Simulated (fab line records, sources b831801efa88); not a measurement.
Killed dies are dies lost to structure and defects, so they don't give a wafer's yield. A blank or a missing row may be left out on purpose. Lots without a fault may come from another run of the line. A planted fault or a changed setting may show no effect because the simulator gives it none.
Which tool did it? | flow gf180mcu | 13 lots, 39 wafers sampled, at 4 steps of a route of 602

WHAT THE GAUGES READ, wafer by wafer
GF_MVSD_TW_MEAS_11.
lot  | measured    | on            | MVSD_TW
L520 | day 4 16:23 | film_metro-01 | 1585 1581 1582
L521 | day 4 22:19 | film_metro-01 | 1594 1586 1584
L522 | day 5 02:20 | film_metro-04 | 1560 1555 1562
L524 | day 5 14:49 | film_metro-01 | 1573 1578 1580
L525 | day 5 20:29 | film_metro-01 | 1581 1585 1570
L528 | day 6 16:25 | film_metro-03 | 30 29 30
L535 | day 8 07:29 | film_metro-01 | 1582 1588 1583
L536 | day 8 14:29 | film_metro-03 | 1561 1561 1565
L537 | day 8 18:40 | film_metro-03 | 1561 1566 1557
L538 | day 9 01:03 | film_metro-04 | 1572 1560 1571
L539 | day 9 09:07 | film_metro-01 | 1593 1590 1591
L541 | day 9 19:40 | film_metro-03 | 1553 1557 1568
L542 | day 9 23:34 | film_metro-01 | 1592 1585 1587

WHICH TOOL RAN EACH LOT (tool, then ch and the chambers of the sampled wafers, then the start)
lot  | GF_NWELL_STRIP_10                   | GF_LVPWELL_STRIP_10                 | GF_MVSD_STRIP_10
L520 | plasma_asher-02 ch 0,1, day 3 12:55 | plasma_asher-04 ch 0,1, day 4 02:23 | plasma_asher-04 ch 0,1, day 4 16:17
L521 | plasma_asher-02 ch 0, day 3 19:04   | plasma_asher-04 ch 0,1, day 4 08:16 | plasma_asher-02 ch 0,1, day 4 22:13
L522 | plasma_asher-03 ch 0,1, day 3 22:46 | plasma_asher-01 ch 0,1, day 4 12:04 | plasma_asher-04 ch 0,1, day 5 02:14
L524 | plasma_asher-01 ch 0,1, day 4 10:13 | plasma_asher-04 ch 0,1, day 5 00:34 | plasma_asher-04 ch 0,1, day 5 14:43
L525 | plasma_asher-01 ch 0,1, day 4 15:55 | plasma_asher-01 ch 0,1, day 5 05:41 | plasma_asher-02 ch 0,1, day 5 20:23
L528 | plasma_asher-01 ch 0,1, day 5 10:25 | plasma_asher-01 ch 0,1, day 6 01:07 | plasma_asher-01 ch 0,1, day 6 16:19
L535 | plasma_asher-01 ch 1, day 6 23:13   | plasma_asher-04 ch 0, day 7 15:25   | plasma_asher-04 ch 0,1, day 8 07:23
L536 | plasma_asher-03 ch 0,1, day 7 05:52 | plasma_asher-04 ch 0, day 7 21:58   | plasma_asher-02 ch 0, day 8 14:23
L537 | plasma_asher-03 ch 0, day 7 09:19   | plasma_asher-04 ch 0,1, day 8 01:28 | plasma_asher-01 ch 1, day 8 18:34
L538 | plasma_asher-01 ch 0,1, day 7 16:04 | plasma_asher-04 ch 0,1, day 8 08:44 | plasma_asher-04 ch 0,1, day 9 00:57
L539 | plasma_asher-02 ch 0,1, day 7 23:49 | plasma_asher-01 ch 0,1, day 8 16:01 | plasma_asher-02 ch 0,1, day 9 09:01
L541 | plasma_asher-02 ch 0,1, day 8 08:49 | plasma_asher-04 ch 0,1, day 9 01:49 | plasma_asher-04 ch 0,1, day 9 19:34
L542 | plasma_asher-01 ch 0,1, day 8 13:01 | plasma_asher-01 ch 0,1, day 9 06:04 | plasma_asher-04 ch 0,1, day 9 23:28
- GF_NWELL_STRIP_10: strips in O2/N2.
- GF_LVPWELL_STRIP_10: strips in O2/N2.
- GF_MVSD_STRIP_10: strips in O2/N2.

WHAT THE TOOLS THEMSELVES READ (means of the sampled wafers that have a number; where no wafer has one, the mark that the record gives instead)
GF_NWELL_STRIP_10.
lot  | tool            | drypump_motor_current_A (A) | heater_power_w (W) | oes_product_au (a.u.) | strip_time_to_endpoint_s (s)
L520 | plasma_asher-02 | 5.9                         | 378                | 0.726                 | 36.95
L521 | plasma_asher-02 | 5.3                         | 310                | 0.728                 | 37.01
L522 | plasma_asher-03 | 5.4                         | 311                | 0.716                 | 37.01
L524 | plasma_asher-01 | 6.1                         | 298                | 0.724                 | 37.05
L525 | plasma_asher-01 | 6.2                         | 271                | 0.716                 | 36.90
L528 | plasma_asher-01 | 6.1                         | 298                | 0.718                 | 36.98
L535 | plasma_asher-01 | 6.0                         | 321                | 0.723                 | 36.96
L536 | plasma_asher-03 | 5.4                         | 313                | 0.726                 | 37.21
L537 | plasma_asher-03 | 5.7                         | 309                | 0.724                 | 37.05
L538 | plasma_asher-01 | 6.3                         | 272                | 0.727                 | 37.05
L539 | plasma_asher-02 | 5.7                         | 344                | 0.720                 | 36.89
L541 | plasma_asher-02 | 5.9                         | 379                | 0.726                 | 36.80
L542 | plasma_asher-01 | 6.3                         | 271                | 0.725                 | 36.91

GF_LVPWELL_STRIP_10.
lot  | tool            | drypump_motor_current_A (A) | heater_power_w (W) | oes_product_au (a.u.) | strip_time_to_endpoint_s (s)
L520 | plasma_asher-04 | 6.0                         | 307                | 0.725                 | 37.04
L521 | plasma_asher-04 | 6.0                         | 348                | 0.719                 | 36.94
L522 | plasma_asher-01 | 6.3                         | 274                | 0.723                 | 36.93
L524 | plasma_asher-04 | 6.0                         | 317                | 0.724                 | 36.81
L525 | plasma_asher-01 | 6.1                         | 291                | 0.723                 | 37.07
L528 | plasma_asher-01 | 6.3                         | 271                | 0.936                 | -
L535 | plasma_asher-04 | 6.0                         | 274                | 0.720                 | 36.99
L536 | plasma_asher-04 | 6.1                         | 274                | 0.724                 | 36.96
L537 | plasma_asher-04 | 6.0                         | 357                | 0.725                 | 37.02
L538 | plasma_asher-04 | 6.0                         | 311                | 0.726                 | 36.87
L539 | plasma_asher-01 | 6.3                         | 270                | 0.721                 | 36.89
L541 | plasma_asher-04 | 6.0                         | 313                | 0.725                 | 37.00
L542 | plasma_asher-01 | 6.3                         | 267                | 0.718                 | 36.90

GF_MVSD_STRIP_10.
lot  | tool            | drypump_motor_current_A (A) | heater_power_w (W) | oes_product_au (a.u.) | strip_time_to_endpoint_s (s)
L520 | plasma_asher-04 | 6.0                         | 349                | 0.720                 | 36.95
L521 | plasma_asher-02 | 5.6                         | 347                | 0.722                 | 36.99
L522 | plasma_asher-04 | 6.0                         | 310                | 0.719                 | 36.92
L524 | plasma_asher-04 | 6.0                         | 345                | 0.725                 | 36.93
L525 | plasma_asher-02 | 5.9                         | 381                | 0.723                 | 37.04
L528 | plasma_asher-01 | 6.1                         | 294                | 0.729                 | 60.35
L535 | plasma_asher-04 | 6.0                         | 315                | 0.721                 | 37.03
L536 | plasma_asher-02 | 5.3                         | 312                | 0.726                 | 36.96
L537 | plasma_asher-01 | 6.0                         | 323                | 0.724                 | 37.11
L538 | plasma_asher-04 | 6.1                         | 347                | 0.722                 | 36.84
L539 | plasma_asher-02 | 5.6                         | 347                | 0.723                 | 36.73
L541 | plasma_asher-04 | 6.0                         | 345                | 0.721                 | 36.67
L542 | plasma_asher-04 | 6.0                         | 311                | 0.723                 | 36.77

THE ANSWER, worked out from the rows above alone
Rule: what is usual is taken from the lots themselves. Put in order of their means at a reading, lots are off if they are a third of the lots or fewer, leave a main group of 4 or more, and stand apart from it by a gap of 3 or more times the standard deviation of the main group's means; of several such gaps the widest counts. A main group whose means are all the same, to the digits that the tables above print for the reading, isn't used. A lot without any number at a reading at which 4 lots or more have one is off too. The other lots that the step has rows for count as sound. The gauges are gone through in route order, then the tools' own readings, and for those a lot's mean is taken as printed above. The first step at which some lot is off is used, and at that step the reading that is off furthest; a lot without a number counts as furthest.
Off: L528, at GF_MVSD_TW_MEAS_11 (MVSD_TW). The main group: mean 1575, standard deviation 12.
A tool fits if, at a process step before that reading, it ran every lot that is off, and no sound lot after the first of them. The gauges at GF_MVSD_TW_MEAS_11 aren't tried: what is off there is off at GF_LVPWELL_STRIP_10 too, on other tools, and a gauge's error can't cause that. None of those tried fits.

WHAT THE SIMULATOR HAD PUT IN
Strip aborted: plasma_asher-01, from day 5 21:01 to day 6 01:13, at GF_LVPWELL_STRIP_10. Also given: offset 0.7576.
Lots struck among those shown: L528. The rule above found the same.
